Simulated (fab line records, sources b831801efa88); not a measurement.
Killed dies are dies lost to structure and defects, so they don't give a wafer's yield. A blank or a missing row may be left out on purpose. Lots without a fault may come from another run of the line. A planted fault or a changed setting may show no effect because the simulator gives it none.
Which tool did it? | flow gf180mcu | 11 lots, 31 wafers sampled, at 7 steps of a route of 602

WHAT THE GAUGES READ, wafer by wafer
GF_NSD_TW_MEAS_12. Usual: NSD_TW 4256, standard deviation 28.
lot  | measured     | on            | NSD_TW         | flag
L727 | day 13 07:26 | film_metro-02 | 4249 4265 4278 |
L730 | day 14 09:53 | film_metro-02 | 4258 4244 4264 |
L733 | day 15 13:21 | film_metro-02 | 4280 4254 4277 |
L734 | day 15 22:31 | film_metro-01 | 4294 4271 4293 |
L735 | day 16 05:11 | film_metro-04 | 4227 4218 4245 |
L736 | day 16 12:41 | film_metro-02 | 4237 4233 4274 |
L738 | day 17 02:54 | film_metro-01 | 4298 4317 4318 |
L744 | day 19 06:23 | film_metro-02 | 4250 4256      |
L746 | day 19 21:18 | film_metro-02 | 4255 4240      |
L747 | day 20 08:39 | film_metro-04 | 4212 4218 4193 |
L748 | day 20 16:19 | film_metro-04 | 4202 4216 4202 |

GF_PSD_CD_MEAS_07: target cd 400 nm. Usual: cd_nm 400.1 nm, standard deviation 2.5.
lot  | measured     | on        | cd_nm (nm)        | flag
L727 | day 14 03:43 | cd_sem-02 | 401.1 403.1 401.2 |
L730 | day 15 06:28 | cd_sem-02 | 397.4 399.4 397.4 |
L733 | day 16 11:35 | cd_sem-02 | 399.2 401.7 401.6 |
L734 | day 16 20:34 | cd_sem-01 | 401.4 401.7 402.4 |
L735 | day 17 03:44 | cd_sem-02 | 402.0 402.2 402.0 |
L736 | day 17 11:23 | cd_sem-01 | 400.8 401.7 401.0 |
L738 | day 18 01:59 | cd_sem-01 | 403.0 403.3 403.1 |
L744 | day 20 06:10 | cd_sem-01 | 396.1 398.4       |
L746 | day 20 21:35 | cd_sem-01 | 400.8 402.5       |
L747 | day 21 09:16 | cd_sem-02 | 395.9 395.4 395.8 |
L748 | day 21 15:18 | cd_sem-02 | 399.7 400.7 402.5 |

GF_PSD_TW_MEAS_11. Usual: PSD_TW 3189, standard deviation 19.
lot  | measured     | on            | PSD_TW         | flag
L727 | day 14 04:08 | film_metro-01 | 3229 3210 3219 |
L730 | day 15 06:53 | film_metro-02 | 3196 3189 3189 |
L733 | day 16 11:59 | film_metro-02 | 3188 3192 3180 |
L734 | day 16 20:58 | film_metro-01 | 3195 3203 3205 |
L735 | day 17 04:08 | film_metro-02 | 3186 3181 3199 |
L736 | day 17 11:47 | film_metro-02 | 3186 3177 3173 |
L738 | day 18 02:23 | film_metro-02 | 3197 3196 3205 |
L744 | day 20 06:35 | film_metro-02 | 3192 3048      | OFF
L746 | day 20 21:59 | film_metro-04 | 3147 3017      | OFF
L747 | day 21 09:40 | film_metro-01 | 3201 3199 3202 |
L748 | day 21 15:42 | film_metro-02 | 3176 3179 3150 |

GF_PSD_RS_MEAS_15: measures by four-point-probe. Usual: PSD_RS 108.6 ohm/sq, standard deviation 0.33.
lot  | measured     | on            | PSD_RS (ohm/sq)   | flag
L727 | day 14 04:27 | film_metro-02 | 109.2 108.9 108.8 |
L730 | day 15 07:11 | film_metro-04 | 109.5 109.2 109.4 |
L733 | day 16 12:19 | film_metro-01 | 108.5 108.8 108.8 |
L734 | day 16 21:19 | film_metro-02 | 108.6 108.3 108.8 |
L735 | day 17 04:27 | film_metro-02 | 108.7 108.9 108.7 |
L736 | day 17 12:07 | film_metro-01 | 108.7 108.5 108.9 |
L738 | day 18 02:43 | film_metro-01 | 108.2 108.0 108.2 |
L744 | day 20 06:53 | film_metro-01 | 108.3 118.3       | OFF
L746 | day 20 22:19 | film_metro-01 | 108.5 118.6       | OFF
L747 | day 21 10:02 | film_metro-02 | 108.7 108.9 108.7 |
L748 | day 21 16:07 | film_metro-01 | 108.2 108.0 108.4 |

WHICH TOOL RAN EACH LOT (tool, then ch and the chambers of the sampled wafers, then the start)
lot  | GF_HV_LDD_STRIP_22                   | GF_PSD_IMPLANT_09               | GF_PSD_STRIP_10
L727 | plasma_asher-03 ch 0,1, day 10 17:27 | implanter-01 ch 0, day 14 03:53 | plasma_asher-04 ch 0,1, day 14 04:02
L730 | plasma_asher-03 ch 0,1, day 11 17:26 | implanter-01 ch 0, day 15 06:38 | plasma_asher-04 ch 0,1, day 15 06:47
L733 | plasma_asher-01 ch 0,1, day 12 18:36 | implanter-02 ch 0, day 16 11:44 | plasma_asher-02 ch 0,1, day 16 11:53
L734 | plasma_asher-01 ch 0,1, day 13 01:25 | implanter-02 ch 0, day 16 20:43 | plasma_asher-01 ch 0,1, day 16 20:50
L735 | plasma_asher-03 ch 0,1, day 13 08:59 | implanter-02 ch 0, day 17 03:53 | plasma_asher-04 ch 0,1, day 17 04:02
L736 | plasma_asher-04 ch 0,1, day 13 15:24 | implanter-01 ch 0, day 17 11:32 | plasma_asher-01 ch 0,1, day 17 11:41
L738 | plasma_asher-04 ch 0,1, day 14 04:43 | implanter-01 ch 0, day 18 02:08 | plasma_asher-01 ch 0,1, day 18 02:17
L744 | plasma_asher-03 ch 0,1, day 16 04:17 | implanter-02 ch 0, day 20 06:20 | plasma_asher-02 ch 0,1, day 20 06:29
L746 | plasma_asher-04 ch 0, day 16 17:59   | implanter-02 ch 0, day 20 21:44 | plasma_asher-02 ch 0,1, day 20 21:53
L747 | plasma_asher-03 ch 0,1, day 17 04:04 | implanter-04 ch 0, day 21 09:25 | plasma_asher-04 ch 0,1, day 21 09:34
L748 | plasma_asher-03 ch 0,1, day 17 11:37 | implanter-01 ch 0, day 21 15:28 | plasma_asher-01 ch 0,1, day 21 15:35
- GF_HV_LDD_STRIP_22: strips in O2/N2.
- GF_PSD_IMPLANT_09
- GF_PSD_STRIP_10: strips in O2/N2.

WHAT THE TOOLS THEMSELVES READ (means of the sampled wafers that have a number; where no wafer has one, the mark that the record gives instead)
GF_HV_LDD_STRIP_22. Usual: drypump_motor_current_A 5.8 A, standard deviation 0.44; heater_power_w 322 W, standard deviation 32; n2_flow_sccm 299.9 sccm, standard deviation 0.95; oes_product_au 0.715 a.u., standard deviation 0.005; strip_time_to_endpoint_s 12.63 s, standard deviation 0.034.
lot  | tool            | drypump_motor_current_A (A) | heater_power_w (W) | n2_flow_sccm (sccm) | oes_product_au (a.u.) | strip_time_to_endpoint_s (s) | flag
L727 | plasma_asher-03 | 5.8                         | 361                | 300.0               | 0.721                 | 12.65                        |
L730 | plasma_asher-03 | 5.5                         | 353                | 299.6               | 0.714                 | 12.63                        |
L733 | plasma_asher-01 | 5.5                         | 312                | 299.8               | 0.723                 | 12.65                        |
L734 | plasma_asher-01 | 5.6                         | 313                | 300.1               | 0.716                 | 12.60                        |
L735 | plasma_asher-03 | 5.5                         | 352                | 300.7               | 0.715                 | 12.64                        |
L736 | plasma_asher-04 | 6.1                         | 325                | 300.8               | 0.716                 | 12.67                        |
L738 | plasma_asher-04 | 6.1                         | 329                | 300.7               | 0.714                 | 12.61                        |
L744 | plasma_asher-03 | 5.7                         | 352                | 300.5               | 0.718                 | 12.62                        |
L746 | plasma_asher-04 | 5.9                         | 329                | 299.4               | 0.715                 | 12.59                        |
L747 | plasma_asher-03 | 5.8                         | 353                | 299.4               | 0.713                 | 12.65                        |
L748 | plasma_asher-03 | 5.8                         | 357                | 299.5               | 0.715                 | 12.61                        |

GF_PSD_IMPLANT_09. Usual: beam_on_s 10.01 s, standard deviation 0.19; faraday_current_uA 8240, standard deviation 160.
lot  | tool         | beam_on_s (s) | faraday_current_uA | flag
L727 | implanter-01 | 9.95          | 8305               |
L730 | implanter-01 | 10.10         | 8156               |
L733 | implanter-02 | 10.09         | 8191               |
L734 | implanter-02 | 10.12         | 8148               |
L735 | implanter-02 | 10.15         | 8117               |
L736 | implanter-01 | 9.93          | 8301               |
L738 | implanter-01 | 10.11         | 8168               |
L744 | implanter-02 | 9.11          | 9132               | OFF
L746 | implanter-02 | 9.24          | 8986               | OFF
L747 | implanter-04 | 10.01         | 8247               |
L748 | implanter-01 | 9.88          | 8359               |

GF_PSD_STRIP_10. Usual: drypump_motor_current_A 5.8 A, standard deviation 0.43; heater_power_w 320 W, standard deviation 42; n2_flow_sccm 300.1 sccm, standard deviation 1; oes_product_au 0.591 a.u., standard deviation 0.0043; strip_time_to_endpoint_s 16.54 s, standard deviation 0.032.
lot  | tool            | drypump_motor_current_A (A) | heater_power_w (W) | n2_flow_sccm (sccm) | oes_product_au (a.u.) | strip_time_to_endpoint_s (s) | flag
L727 | plasma_asher-04 | 6.3                         | 328                | 299.0               | 0.590                 | 16.59                        |
L730 | plasma_asher-04 | 6.0                         | 325                | 299.2               | 0.591                 | 16.54                        |
L733 | plasma_asher-02 | 5.6                         | 363                | 299.4               | 0.594                 | 16.55                        |
L734 | plasma_asher-01 | 5.8                         | 290                | 300.3               | 0.592                 | 16.52                        |
L735 | plasma_asher-04 | 6.1                         | 325                | 299.5               | 0.591                 | 16.55                        |
L736 | plasma_asher-01 | 5.5                         | 306                | 300.0               | 0.589                 | 16.49                        |
L738 | plasma_asher-01 | 5.8                         | 286                | 300.2               | 0.592                 | 16.51                        |
L744 | plasma_asher-02 | 5.6                         | 356                | 300.4               | 0.598                 | 16.24                        | OFF
L746 | plasma_asher-02 | 5.6                         | 354                | 299.0               | 0.599                 | 16.21                        | OFF
L747 | plasma_asher-04 | 6.1                         | 322                | 300.8               | 0.592                 | 16.52                        |
L748 | plasma_asher-01 | 5.8                         | 286                | 301.3               | 0.590                 | 16.51                        |

THE ANSWER, worked out from the rows above alone
Rule: a lot is off if the mean of its wafers that have a number lies more than 3 standard deviations from the usual mean. A lot without any number at a reading at which 4 lots or more have one is off too. The other lots that the step has rows for count as sound. The gauges are gone through in route order, then the tools' own readings, and for those a lot's mean is taken as printed above. The first step at which some lot is off is used, and at that step the reading that is off furthest; a lot without a number counts as furthest.
Off: L744, L746, at GF_PSD_TW_MEAS_11 (PSD_TW).
A tool fits if, at a process step before that reading, it ran every lot that is off, and no sound lot after the first of them. The gauges at GF_PSD_TW_MEAS_11 aren't tried: what is off there is off at GF_PSD_RS_MEAS_15 too, on other tools, and a gauge's error can't cause that. Can't be told from this: 2 tools fit, implanter-02 at GF_PSD_IMPLANT_09, plasma_asher-02 at GF_PSD_STRIP_10.

WHAT THE SIMULATOR HAD PUT IN
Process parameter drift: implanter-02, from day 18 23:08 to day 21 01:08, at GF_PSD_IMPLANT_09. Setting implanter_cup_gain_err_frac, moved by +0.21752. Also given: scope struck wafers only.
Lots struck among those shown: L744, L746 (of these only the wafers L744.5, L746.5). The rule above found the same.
